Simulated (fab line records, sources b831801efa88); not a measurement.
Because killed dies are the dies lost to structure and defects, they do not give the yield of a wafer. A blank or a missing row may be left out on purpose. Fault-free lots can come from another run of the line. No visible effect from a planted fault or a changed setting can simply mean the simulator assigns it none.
Which tool was responsible? + flow gf180mcu + Sampling: 6 lots, 18 wafers, 2 of 602 route steps

## WHAT THE GAUGES SHOWED, per wafer
GF_HV_LDD_TW_MEAS_23.
| lot  | measured     | on            | HV_LDD_2_TW    |
|------|--------------|---------------|----------------|
| L957 | day 10 21:37 | film-metro-04 | 1062 1061 1060 |
| L962 | day 12 13:53 | film-metro-02 | 1277 1272 1277 |
| L970 | day 15 05:40 | film-metro-02 | 1067 1068 1066 |
| L973 | day 16 03:13 | film-metro-02 | 1069 1070 1067 |
| L976 | day 17 06:52 | film-metro-02 | 1057 1060 1062 |
| L979 | day 18 00:23 | film-metro-04 | 1067 1069 1065 |

## TOOL THAT RAN EACH LOT (tool first, then ch and the chambers of the sampled wafers, then the start)
| lot  | GF_HV_LDD_IMPLANT_21            |
|------|---------------------------------|
| L957 | implanter-04 ch 0, day 10 21:23 |
| L962 | implanter-04 ch 0, day 12 13:41 |
| L970 | implanter-02 ch 0, day 15 05:26 |
| L973 | implanter-04 ch 0, day 16 02:58 |
| L976 | implanter-04 ch 0, day 17 06:38 |
| L979 | implanter-02 ch 0, day 18 00:11 |
- GF_HV_LDD_IMPLANT_21

## THE ANSWER, worked out from the rows above alone
Rule: the lots themselves supply what counts as usual. Put in order of their means at a reading, lots are off if they are a third of the lots or fewer, leave a main group of 4 or more, and stand apart from it by a gap of 3 or more times the standard deviation of the main group's means; of several such gaps the widest counts. If all means in a main group match to the digits the tables above print for the reading, that group is not used. Also off: a lot with no number at a reading for which 4 or more lots have one. Where the step has rows for the other lots, those lots are counted as sound.
Off: L962, at GF_HV_LDD_TW_MEAS_23 (HV_LDD_2_TW). The main group has a mean of 1065 with a standard deviation of 3.6.
If a tool, at a process step before that reading, ran all the lots that are off and no sound lot after the first of them, it fits. Gauges at GF_HV_LDD_TW_MEAS_23: tried the same way as those tools. Not one of the candidates tried fits.

## WHAT WAS PUT IN BY THE SIMULATOR
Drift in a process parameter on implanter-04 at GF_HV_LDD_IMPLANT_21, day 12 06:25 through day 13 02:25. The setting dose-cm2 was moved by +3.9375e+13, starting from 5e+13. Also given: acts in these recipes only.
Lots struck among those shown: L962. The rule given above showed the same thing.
